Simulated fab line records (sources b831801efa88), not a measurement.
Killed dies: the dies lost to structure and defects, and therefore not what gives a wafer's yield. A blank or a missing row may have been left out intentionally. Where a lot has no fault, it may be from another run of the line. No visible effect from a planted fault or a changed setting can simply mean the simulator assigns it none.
Matching of chambers :: flow sky130 :: cmp-02 running SKY_LI_CONTACT_CMP_24: 4 sister chambers
The step polishes, stops on PSG, t overpolish 20 s, target thk 0 nm. 14 wafers are shown with their chamber, then 7 later ones without.

## WAFERS PAIRED WITH THEIR CHAMBERS
wafer: L595.1
chamber: 3
motorCurrentA (A): 10.2
timeToEndpointS (s): 104
edgeZonePressureFrac: 1.002

wafer: L595.2
chamber: 1
motorCurrentA (A): 10.5
timeToEndpointS (s): 98
edgeZonePressureFrac: 1.001

wafer: L595.5
chamber: 1
motorCurrentA (A): 10.3
timeToEndpointS (s): 96
edgeZonePressureFrac: 1.004

wafer: L600.2
chamber: 3
motorCurrentA (A): 11.3
timeToEndpointS (s): 101
edgeZonePressureFrac: 0.997

wafer: L600.4
chamber: 1
motorCurrentA (A): 10.5
timeToEndpointS (s): 100
edgeZonePressureFrac: 1.002

wafer: L600.5
chamber: 3
motorCurrentA (A): 10.7
timeToEndpointS (s): 102
edgeZonePressureFrac: 0.996

wafer: L599.3
chamber: 2
motorCurrentA (A): 8.6
timeToEndpointS (s): 94
edgeZonePressureFrac: 1.002

wafer: L599.4
chamber: 1
motorCurrentA (A): 10.1
timeToEndpointS (s): 98
edgeZonePressureFrac: 0.998

wafer: L599.6
chamber: 1
motorCurrentA (A): 10.4
timeToEndpointS (s): 96
edgeZonePressureFrac: 0.992

wafer: L602.3
chamber: 0
motorCurrentA (A): 9.8
timeToEndpointS (s): 97
edgeZonePressureFrac: 1.003

wafer: L602.5
chamber: 3
motorCurrentA (A): 11.0
timeToEndpointS (s): 97
edgeZonePressureFrac: 1.001

wafer: L602.6
chamber: 2
motorCurrentA (A): 9.1
timeToEndpointS (s): 97
edgeZonePressureFrac: 0.994

wafer: L612.2
chamber: 3
motorCurrentA (A): 10.4
timeToEndpointS (s): 103
edgeZonePressureFrac: 0.998

wafer: L612.4
chamber: 0
motorCurrentA (A): 9.8
timeToEndpointS (s): 98
edgeZonePressureFrac: 1.009

SIGNATURES (averages over the wafers above)
reading: motorCurrentA
chamber 0: 9.800
chamber 1: 10.360
chamber 2: 8.850
chamber 3: 10.720
scatter within a chamber: 0.32

reading: timeToEndpointS
chamber 0: 97.50
chamber 1: 97.60
chamber 2: 95.50
chamber 3: 101.40
scatter within a chamber: 2.13

reading: edgeZonePressureFrac
chamber 0: 1.00600
chamber 1: 0.99940
chamber 2: 0.99800
chamber 3: 0.99880
scatter within a chamber: 0.00405
Rule: distance of a wafer from a chamber = root of the sum over the readings of ((wafer's reading minus chamber's mean) / reading's scatter) squared. The wafer belongs to the nearest chamber; if the next one is less than 2 further off, it can't be placed. The scatter: take each reading less its chamber's mean, square it, sum over the shown wafers, divide by the number of wafers less the number of chambers, and take the root.

## WAFERS WHOSE CHAMBER IS MISSING
wafer: L612.5
motorCurrentA (A): 9.9
timeToEndpointS (s): 110
edgeZonePressureFrac: 1.000

wafer: L615.2
motorCurrentA (A): 11.0
timeToEndpointS (s): 111
edgeZonePressureFrac: 1.009

wafer: L615.3
motorCurrentA (A): 9.7
timeToEndpointS (s): 109
edgeZonePressureFrac: 0.994

wafer: L615.5
motorCurrentA (A): 10.4
timeToEndpointS (s): 100
edgeZonePressureFrac: 0.990

wafer: L618.1
motorCurrentA (A): 10.7
timeToEndpointS (s): 97
edgeZonePressureFrac: 1.006

wafer: L618.2
motorCurrentA (A): 11.0
timeToEndpointS (s): 98
edgeZonePressureFrac: 0.994

wafer: L618.4
motorCurrentA (A): 8.8
timeToEndpointS (s): 95
edgeZonePressureFrac: 0.992

## THE CHAMBER EACH PASSED THROUGH
wafer: L612.5
from the rows above: can't be placed: 3 or 1 or 0
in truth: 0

wafer: L615.2
from the rows above: can't be placed: 3 or 1
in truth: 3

wafer: L615.3
from the rows above: can't be placed: 3 or 1 or 0
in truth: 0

wafer: L615.5
from the rows above: can't be placed: 3 or 1
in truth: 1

wafer: L618.1
from the rows above: can't be placed: 1 or 3 or 0
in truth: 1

wafer: L618.2
from the rows above: can't be placed: 3 or 1
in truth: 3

wafer: L618.4
from the rows above: 2
in truth: 2
Correct placement for 1 of the 7. Unplaceable from these rows: 6, with the true chamber sitting among the candidates in 6. Placed wrongly: 0.
